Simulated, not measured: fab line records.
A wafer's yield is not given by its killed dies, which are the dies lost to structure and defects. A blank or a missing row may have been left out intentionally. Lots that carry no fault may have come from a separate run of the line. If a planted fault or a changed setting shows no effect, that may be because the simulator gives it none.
Check of tool commonality ; flow gf180mcu ; Sample size 12 lots and 36 wafers

## REASON FOR OPENING
Of 12 lots, 2 have the reading MVSD_RS flagged at GF_VT_IMPLANT_RS_MEAS_46. Wafers without a fault read 456.4 ohm/sq, standard deviation 1.3.
Rule: flag the lot when none of its wafers has a number, or when each of its wafers that has one lies beyond 4 standard deviations from that mean. All remaining lots are regarded as sound.

lot;measured;on;MVSD_RS (ohm/sq), wafer by wafer;flag
L509;day 7 22:08;filmMetro-02;457.1 456.4 456.8;
L510;day 8 04:02;filmMetro-03;459.1 458.7 458.8;
L511;day 8 09:21;filmMetro-01;454.7 456.3 456.4;
L512;day 8 14:11;filmMetro-01;455.2 455.9 456.9;
L518;day 10 10:33;filmMetro-03;455.4 455.6 454.2;
L522;day 11 11:15;filmMetro-03;455.3 456.8 455.9;
L523;day 11 19:35;filmMetro-01;444.6 444.4 445.4;FLAGGED
L524;day 11 22:20;filmMetro-02;446.4 445.9 447.0;FLAGGED
L525;day 12 08:38;filmMetro-03;458.4 458.3 459.0;
L526;day 12 14:29;filmMetro-03;457.1 456.1 455.0;
L527;day 12 19:47;filmMetro-03;456.0 455.5 455.5;
L528;day 13 02:26;filmMetro-03;458.4 458.6 458.2;
On average the flagged lots' numbers are 445.6 ohm/sq, which is -10.8 ohm/sq against the usual, or -8 standard deviations.

## EACH LOT AND THE TOOL IT RAN ON
The record holds 1 process step before the reading, out of a route of 602 steps. Read each cell as the tool, then ch plus the chambers that the sampled wafers visited, then the start.
lot;flag;GF_MVSD_IMPLANT_08
L509;;implanter-02 ch 0, day 4 17:23
L510;;implanter-02 ch 0, day 4 23:17
L511;;implanter-03 ch 0, day 5 02:57
L512;;implanter-03 ch 0, day 5 07:34
L518;;implanter-02 ch 0, day 6 23:13
L522;;implanter-02 ch 0, day 7 19:36
L523;FLAGGED;implanter-03 ch 0, day 8 01:34
L524;FLAGGED;implanter-03 ch 0, day 8 05:50
L525;;implanter-02 ch 0, day 8 13:23
L526;;implanter-01 ch 0, day 8 18:20
L527;;implanter-02 ch 0, day 8 23:56
L528;;implanter-02 ch 0, day 9 06:17
These steps, and what they do:
- GF_MVSD_IMPLANT_08
- GF_VT_IMPLANT_RS_MEAS_46: measures by four-point-probe.

## FLAGGED AGAINST TOTAL, ONE TOOL AT A TIME (gauges that did the reading follow at the end)
step;tool;lots run;flagged;share of the flagged lots;sound lots run after its first flagged lot
GF_MVSD_IMPLANT_08;implanter-01;1;0;none;-
GF_MVSD_IMPLANT_08;implanter-02;7;0;none;-
GF_MVSD_IMPLANT_08;implanter-03;4;2;all;0
GF_VT_IMPLANT_RS_MEAS_46;filmMetro-01;3;1;some;0
GF_VT_IMPLANT_RS_MEAS_46;filmMetro-02;2;1;some;0
GF_VT_IMPLANT_RS_MEAS_46;filmMetro-03;7;0;none;-

## WHAT THE TABLE ALLOWS
1 row of the table ran every flagged lot: implanter-03 at GF_MVSD_IMPLANT_08.
- implanter-03 at GF_MVSD_IMPLANT_08 ran 4 lots, 2 of them flagged. A fault beginning between L512 (day 5 07:34), its last sound lot, and L523 (day 8 01:34), its first flagged one, fits the data. Its own readings (beamEnergyKeV) fall more than 4 standard deviations out on all wafers of the flagged lots.
Just one tool remains: implanter-03 at GF_MVSD_IMPLANT_08.

## WHAT THE SIMULATOR HAD INSERTED
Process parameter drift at GF_MVSD_IMPLANT_08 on implanter-03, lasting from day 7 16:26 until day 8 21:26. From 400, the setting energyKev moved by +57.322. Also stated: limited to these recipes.
Lots struck among those shown: L523, L524. The rule above found the same.
